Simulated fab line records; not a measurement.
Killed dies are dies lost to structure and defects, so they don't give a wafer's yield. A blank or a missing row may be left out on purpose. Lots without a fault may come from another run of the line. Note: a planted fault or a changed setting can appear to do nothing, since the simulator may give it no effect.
Problem report in the 8D (eight disciplines) form, filled by code	flow sky130	the parts of the form that need people (team, actions taken, sign-off) are left out

## 1. WHAT IS WRONG
runLengthS at SKY_VIA3_ETCH_15 reads a mean of 91.8 s on 1 wafer of 1 lot; wafers without a fault read 106.2 s with a standard deviation of 0.31. Measured from the usual mean, that is -46 standard deviations.
The step: etches SiO2 in C4F8/O2/Ar, stops on TiN, target depth 507 nm, time 78 s.
Seen first at day 44 13:52 on rieDiel-01, wafer L716.5. The record holds 33 wafers of 11 lots with a number at this step. The rule behind "out" and "out of limits": a value lying over 4 standard deviations away from the usual mean. The other wafers with a number count as sound.

## 2. WHAT IT IS, WHAT IT ISN'T
question	is	is not
which readings at this step	runLengthS, oesProductAu	-
which lots	L716	L699, L700, L701, L704, L708, L709, L710, L719, L721, L722
which wafers of those lots	L716.5	L716.3, L716.6
read on which tools	rieDiel-01	rieDiel-03, rieDiel-04
when	from day 44 13:52	up to then (23 sound wafers); but 9 sound wafers of L719, L721, L722 came after

## 3. WHAT RULES OUT EACH SUSPECT
Counting: if a tool at a process step up to the reading ran every lot that is out, it stays a suspect. Sound lots after the first of them don't rule it out here, since some wafers of a struck lot are sound.
- rieDiel-01 at SKY_VIA3_ETCH_15 (etches SiO2 in C4F8/O2/Ar, stops on TiN, target depth 507 nm, time 78 s): kept. It processed L716, the lot that is out, at day 44 13:52, and its most recent sound lot before then was L710 at day 43 00:47. Its own oesProductAu, runLengthS readings are out on those wafers.
- rieDiel-01, SKY_VIA3_ETCH_15: wafers that are out in chamber 3, sound lot-mates in chambers 0, 2.
Remaining after the count: rieDiel-01 at SKY_VIA3_ETCH_15.

## 4. THE CAUSE (what the simulator had put in)
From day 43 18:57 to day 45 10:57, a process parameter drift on rieDiel-01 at SKY_VIA3_ETCH_15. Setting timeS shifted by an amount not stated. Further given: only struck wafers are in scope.
After counting, this tool was the only one left.

## 5. THE CHAIN OF EFFECTS, in route order
One row per reading whose mean, taken over the struck wafers that have a number, lies over 3 standard deviations from the usual. Only readings for which the record gives a usual standard deviation are gone through. hours: the time from each lot's start at the first step in this table that gives one to its start at this step, as a median over the lots. sigmas: the change in usual standard deviations.
hours	step	reading	usual	on struck wafers	change	sigmas
0	SKY_VIA3_ETCH_15	oesProductAu	0.946 a.u.	1.008	+0.062	+13
0	SKY_VIA3_ETCH_15	runLengthS	106.2 s	91.8	-14.4	-46
0	SKY_VIA3_STRIP_16	stripTimeToEndpointS	4.131 s	4.297	+0.166	+7.2
It contains these process steps:
- SKY_VIA3_ETCH_15: etches SiO2 in C4F8/O2/Ar, stops on TiN, target depth 507 nm, time 78 s.
- SKY_VIA3_STRIP_16: strips in O2/N2.

## 6. HOW IT WOULD HAVE BEEN CAUGHT EARLIER
First out-of-limits reading in this record: day 44 13:52, which is 19 hours after fault onset at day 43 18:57.
